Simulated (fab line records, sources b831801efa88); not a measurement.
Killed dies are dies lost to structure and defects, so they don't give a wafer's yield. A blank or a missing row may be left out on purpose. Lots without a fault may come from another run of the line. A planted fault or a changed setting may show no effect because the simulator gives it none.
Problem report in the 8D (eight disciplines) form, filled by code | flow sky130 | the parts of the form that need people (team, actions taken, sign-off) are left out

1. THE PROBLEM
VIA4_W_RS at SKY_VIA4_RS_MEAS_19 reads a mean of 0.130 ohm/sq on 2 wafers of 2 lots; wafers without a fault read 0.225 ohm/sq with a standard deviation of 0.0044. That is -22 standard deviations from the usual mean.
The step: measures by four-point-probe.
First seen on wafer L869.6, day 46 01:37, on film_metro-02. The record holds 32 wafers of 11 lots with a number at this step. Rule for "out", or "out of limits": more than 4 standard deviations from the usual mean. The other wafers with a number count as sound.

2. WHAT IT IS AND WHAT IT IS NOT
question                    | is                | is not
which readings at this step | VIA4_W_RS         | -
which lots                  | L869, L870        | L858, L859, L861, L863, L864, L865, L875, L876, L881
which wafers of those lots  | L869.6, L870.6    | L869.3, L870.1, L870.2
read on which gauges        | film_metro-02     | film_metro-01, film_metro-03
when                        | from day 46 01:37 | up to then (19 sound wafers); but 11 sound wafers of L870, L875, L876, L881 came after

3. SUSPECTS, AND WHAT RULES EACH OUT
Counting: a tool at a process step up to the reading stays a suspect if it ran every lot that is out. Sound lots after the first of them don't rule it out here, since some wafers of a struck lot are sound.
- the gauge at SKY_VIA4_RS_MEAS_19: ruled out. All the wafers that are out were read on film_metro-02, but those of them that SKY_VIA4_CMP_21 has rows for are out there too, on other tools.
- cvd_w-02 at SKY_VIA4_CVD_18 (deposits W, target thk 505 nm, time 152.14 s): kept. It ran every lot that is out, first L869 (day 46 01:28); its last sound lot up to then is L864 (day 45 08:48).
Left after counting: cvd_w-02 at SKY_VIA4_CVD_18.

4. THE CAUSE (what the simulator had put in)
Process parameter drift: cvd_w-02, from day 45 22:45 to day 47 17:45, at SKY_VIA4_CVD_18. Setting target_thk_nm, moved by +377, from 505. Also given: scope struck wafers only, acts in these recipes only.
Counting left only this tool.

5. THE CHAIN OF EFFECTS, in route order
Each row: a reading whose mean over the struck wafers that have a number lies more than 3 standard deviations from the usual. Only readings for which the record gives a usual standard deviation are gone through. hours: the time from each lot's start at the first step in this table that gives one to its start at this step, as a median over the lots. sigmas: the change in usual standard deviations.
hours | step                 | reading            | usual        | on struck wafers | change | sigmas
0     | SKY_VIA4_RS_MEAS_19  | VIA4_W_RS          | 0.225 ohm/sq | 0.130            | -0.096 | -22
0     | SKY_VIA4_THK_MEAS_20 | VIA4_W_THK         | 497 nm       | 847              | +350   | +37
0     | SKY_VIA4_CMP_21      | time_to_endpoint_s | 122 s        | 213              | +91    | +21
The process steps in it:
- SKY_VIA4_CMP_21: polishes, stops on SiO2, t overpolish 25 s, target thk 0 nm.

6. WHAT WOULD HAVE CAUGHT IT SOONER
In this record the first reading out of limits at a measuring or inspecting step was taken at day 46 01:37, 3 hours after the fault began at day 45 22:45.
Of the tool readings at SKY_VIA4_CVD_18 for which the record gives a usual standard deviation, none was out on any struck wafer, so an alarm limit of 4 standard deviations on them would not have fired.
Of the lots that are out (2), L870 began SKY_VIA4_CVD_18 on cvd_w-02 after day 46 01:37. A hold on the tool at that time would have spared it.
